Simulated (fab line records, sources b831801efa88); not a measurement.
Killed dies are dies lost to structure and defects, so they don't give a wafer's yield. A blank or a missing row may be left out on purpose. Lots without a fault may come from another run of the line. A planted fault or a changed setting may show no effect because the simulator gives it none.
Which tool did it? | flow sfq_line | 14 lots, 42 wafers sampled, at 2 steps of a route of 325

WHAT THE GAUGES READ, wafer by wafer
The record holds no reading of a measuring or inspecting step that can be judged against a usual standard deviation.

WHICH TOOL RAN EACH LOT (tool, then ch and the chambers of the sampled wafers, then the start)
lot  | SFQ_TRILAYER_A5B_CMP_CMP_130  | SFQ_TRILAYER_A5B_METRO_MEASURE_131
L671 | cmp-02 ch 0,1,2, day 57 15:31 | film_metro-02, day 57 18:13
L672 | cmp-01 ch 2,3, day 57 23:02   | film_metro-03, day 58 02:26
L673 | cmp-02 ch 0,2,3, day 58 00:31 | film_metro-04, day 58 03:01
L676 | cmp-02 ch 0,1,3, day 58 12:31 | film_metro-03, day 58 15:25
L680 | cmp-01 ch 0,2, day 59 21:00   | film_metro-02, day 59 23:42
L681 | cmp-02 ch 0,1,3, day 60 21:14 | film_metro-03, day 61 00:14
L685 | cmp-01 ch 1,3, day 61 09:21   | film_metro-04, day 61 12:21
L686 | cmp-02 ch 0,3, day 61 14:09   | film_metro-03, day 61 17:21
L687 | cmp-01 ch 0,2, day 61 19:05   | film_metro-03, day 61 22:29
L689 | cmp-02 ch 0,2,3, day 62 09:29 | film_metro-04, day 62 12:29
L690 | cmp-02 ch 1,2,3, day 63 00:31 | film_metro-03, day 63 03:13
L691 | cmp-01 ch 1,2, day 63 08:32   | film_metro-02, day 63 11:44
L692 | cmp-02 ch 1,2,3, day 63 16:56 | film_metro-02, day 63 20:08
L694 | cmp-02 ch 0,1,3, day 64 04:23 | film_metro-02, day 64 07:35
- SFQ_TRILAYER_A5B_CMP_CMP_130: polishes, stops on Nb, target thk 340.7 nm.
- SFQ_TRILAYER_A5B_METRO_MEASURE_131

WHAT THE TOOLS THEMSELVES READ (means of the sampled wafers that have a number; where no wafer has one, the mark that the record gives instead)
SFQ_TRILAYER_A5B_CMP_CMP_130. Usual: edge_zone_pressure_frac 1.001, standard deviation 0.0051; head_pressure_psi 3.000 psi, standard deviation 0.0069; motor_current_A 10.7 A, standard deviation 1.1; slurry_flow_ml_min 150.0, standard deviation 0.45.
lot  | tool   | edge_zone_pressure_frac | head_pressure_psi (psi) | motor_current_A (A) | slurry_flow_ml_min | flag
L671 | cmp-02 | 0.999                   | 3.006                   | 10.7                | 149.8              |
L672 | cmp-01 | 1.001                   | 3.011                   | 10.2                | 150.0              |
L673 | cmp-02 | 1.003                   | 3.000                   | 10.9                | 149.5              |
L676 | cmp-02 | 0.999                   | 2.998                   | 10.9                | 150.1              |
L680 | cmp-01 | -                       | -                       | -                   | -                  | OFF
L681 | cmp-02 | -                       | -                       | -                   | -                  | OFF
L685 | cmp-01 | 1.002                   | 3.002                   | 10.4                | 150.0              |
L686 | cmp-02 | 1.005                   | 2.995                   | 11.3                | 149.6              |
L687 | cmp-01 | 1.004                   | 3.004                   | 10.7                | 149.7              |
L689 | cmp-02 | 1.004                   | 3.000                   | 11.0                | 149.8              |
L690 | cmp-02 | 1.001                   | 2.997                   | 10.5                | 149.9              |
L691 | cmp-01 | 0.995                   | 3.002                   | 9.4                 | 149.8              |
L692 | cmp-02 | 1.001                   | 3.003                   | 10.5                | 150.0              |
L694 | cmp-02 | 1.003                   | 2.991                   | 10.9                | 150.1              |

SFQ_TRILAYER_A5B_METRO_MEASURE_131. Usual: thk_nm 344 nm, standard deviation 5.7.
lot  | tool          | thk_nm (nm) | flag
L671 | film_metro-02 | 339         |
L672 | film_metro-03 | 344         |
L673 | film_metro-04 | 348         |
L676 | film_metro-03 | 340         |
L680 | film_metro-02 | 593         | OFF
L681 | film_metro-03 | 590         | OFF
L685 | film_metro-04 | 342         |
L686 | film_metro-03 | 344         |
L687 | film_metro-03 | 352         |
L689 | film_metro-04 | 347         |
L690 | film_metro-03 | 341         |
L691 | film_metro-02 | 348         |
L692 | film_metro-02 | 342         |
L694 | film_metro-02 | 344         |

THE ANSWER, worked out from the rows above alone
Rule: a lot is off if the mean of its wafers that have a number lies more than 3 standard deviations from the usual mean. A lot without any number at a reading at which 4 lots or more have one is off too. The other lots that the step has rows for count as sound. The gauges are gone through in route order, then the tools' own readings, and for those a lot's mean is taken as printed above. The first step at which some lot is off is used, and at that step the reading that is off furthest; a lot without a number counts as furthest.
Off: L680, L681, at SFQ_TRILAYER_A5B_CMP_CMP_130 (edge_zone_pressure_frac). Without a number there: L680, L681.
A tool fits if, at that step or a process step before it, it ran every lot that is off, and no sound lot after the first of them. None of those tried fits.

WHAT THE SIMULATOR HAD PUT IN
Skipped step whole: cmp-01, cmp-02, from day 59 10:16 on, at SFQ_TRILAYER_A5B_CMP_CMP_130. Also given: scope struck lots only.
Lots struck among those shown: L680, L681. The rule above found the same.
